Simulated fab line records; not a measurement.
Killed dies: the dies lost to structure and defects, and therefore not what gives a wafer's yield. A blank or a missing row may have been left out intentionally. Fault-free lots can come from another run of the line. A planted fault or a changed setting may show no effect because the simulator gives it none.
Check for tools in common | flow gf180mcu | Sampled: 14 lots, 48 wafers

== REASON FOR OPENING ==
On 2 of the 14 lots, a flag is raised at GF_HV_LDD_CD_MEAS_46 on the reading cdNm. Fault-free wafers read 400.1 nm, with a standard deviation of 2.1.
Rule: flag the lot when none of its wafers has a number, or when each of its wafers that has one lies beyond 4 standard deviations from that mean. As for the other lots, they are considered sound.

lot  | measured     | on       | cdNm (nm), wafer by wafer           | flag
L837 | day 12 12:25 | cdSem-02 | 398.0 399.2 401.5                   | 
L838 | day 12 19:42 | cdSem-01 | 402.2 402.6 402.6                   | 
L839 | day 13 07:29 | cdSem-02 | 396.5 397.8 398.0                   | 
L840 | day 13 15:22 | cdSem-01 | 397.2 398.6 397.3                   | 
L841 | day 13 19:08 | cdSem-02 | 400.3 400.2 399.1                   | 
L842 | day 14 07:34 | cdSem-02 | 403.1 398.7 403.5                   | 
L843 | day 14 15:04 | cdSem-02 | 398.4 401.1 399.1                   | 
L845 | day 15 07:21 | cdSem-01 | 399.8 398.5 398.8                   | 
L847 | day 15 22:58 | cdSem-02 | 401.6 401.5 400.6                   | 
L850 | day 17 02:22 | cdSem-01 | 399.5 399.5 401.2                   | 
L853 | day 18 00:57 | cdSem-02 | 418.7 418.7 420.5 419.1 418.8 420.2 | FLAGGED
L854 | day 18 09:15 | cdSem-02 | 417.3 415.9 416.5 417.6 415.5 416.9 | FLAGGED
L857 | day 19 12:30 | cdSem-02 | 403.1 402.6 402.0                   | 
L859 | day 20 00:16 | cdSem-01 | 397.8 398.6 399.2                   | 
On average the flagged lots' numbers are 418.0 nm, which is +17.9 nm against the usual, or +9 standard deviations.

== EACH LOT AND THE TOOL IT RAN ON ==
The record keeps 1 process step preceding the reading, out of 602 steps on the route. Cell contents, in order: the tool; ch with the chambers the sampled wafers went through; the start.
lot  | flag    | GF_HV_LDD_EXPOSE_43
L837 |         | ilineStepper-01 ch 0, day 12 02:20
L838 |         | ilineStepper-02 ch 0, day 12 09:47
L839 |         | ilineStepper-02 ch 0, day 12 21:16
L840 |         | ilineStepper-01 ch 0, day 13 06:14
L841 |         | ilineStepper-02 ch 0, day 13 09:49
L842 |         | ilineStepper-02 ch 0, day 13 21:05
L843 |         | ilineStepper-02 ch 0, day 14 04:49
L845 |         | ilineStepper-01 ch 0, day 14 20:35
L847 |         | ilineStepper-01 ch 0, day 15 12:19
L850 |         | ilineStepper-02 ch 0, day 16 14:55
L853 | FLAGGED | ilineStepper-02 ch 0, day 17 14:03
L854 | FLAGGED | ilineStepper-02 ch 0, day 17 21:15
L857 |         | ilineStepper-01 ch 0, day 19 00:05
L859 |         | ilineStepper-01 ch 0, day 19 12:41
These steps, and what they do:
- GF_HV_LDD_EXPOSE_43: exposes mask Pplus HV AREA, target cd 400 nm.
- GF_HV_LDD_CD_MEAS_46: target cd 400 nm.

== FLAGGED AGAINST TOTAL, ONE TOOL AT A TIME (gauges that did the reading follow at the end) ==
step                 | tool            | lots run | flagged | share of the flagged lots | sound lots run after its first flagged lot
GF_HV_LDD_EXPOSE_43  | ilineStepper-01 | 6        | 0       | none                      | -
GF_HV_LDD_EXPOSE_43  | ilineStepper-02 | 8        | 2       | all                       | 0
GF_HV_LDD_CD_MEAS_46 | cdSem-01        | 5        | 0       | none                      | -
GF_HV_LDD_CD_MEAS_46 | cdSem-02        | 9        | 2       | all                       | 1 (L857)

== WHAT IS ALLOWED BY THE TABLE ==
2 rows of the table ran every flagged lot: ilineStepper-02 at GF_HV_LDD_EXPOSE_43, cdSem-02 at GF_HV_LDD_CD_MEAS_46.
- ilineStepper-02 at GF_HV_LDD_EXPOSE_43 ran 8 lots, 2 of them flagged. Last sound lot L850 at day 16 14:55, first flagged lot L853 at day 17 14:03; a fault beginning in between fits. Its own readings (exposureDoseMJCm2) fall more than 4 standard deviations out on all wafers of the flagged lots.
- cdSem-02 at GF_HV_LDD_CD_MEAS_46 ran 9 lots, 2 of them flagged. Sound lots followed the first flagged one (L857) on it, something a lasting fault affecting the whole tool could not allow.
ilineStepper-02 at GF_HV_LDD_EXPOSE_43 is the single tool remaining.

== WHAT THE SIMULATOR HAD PUT IN ==
Process parameters drifting: ilineStepper-02 at GF_HV_LDD_EXPOSE_43, beginning at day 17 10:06. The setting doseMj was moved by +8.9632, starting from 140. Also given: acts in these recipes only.
Shown lots that were struck: L853, L854. Same finding as the rule above.
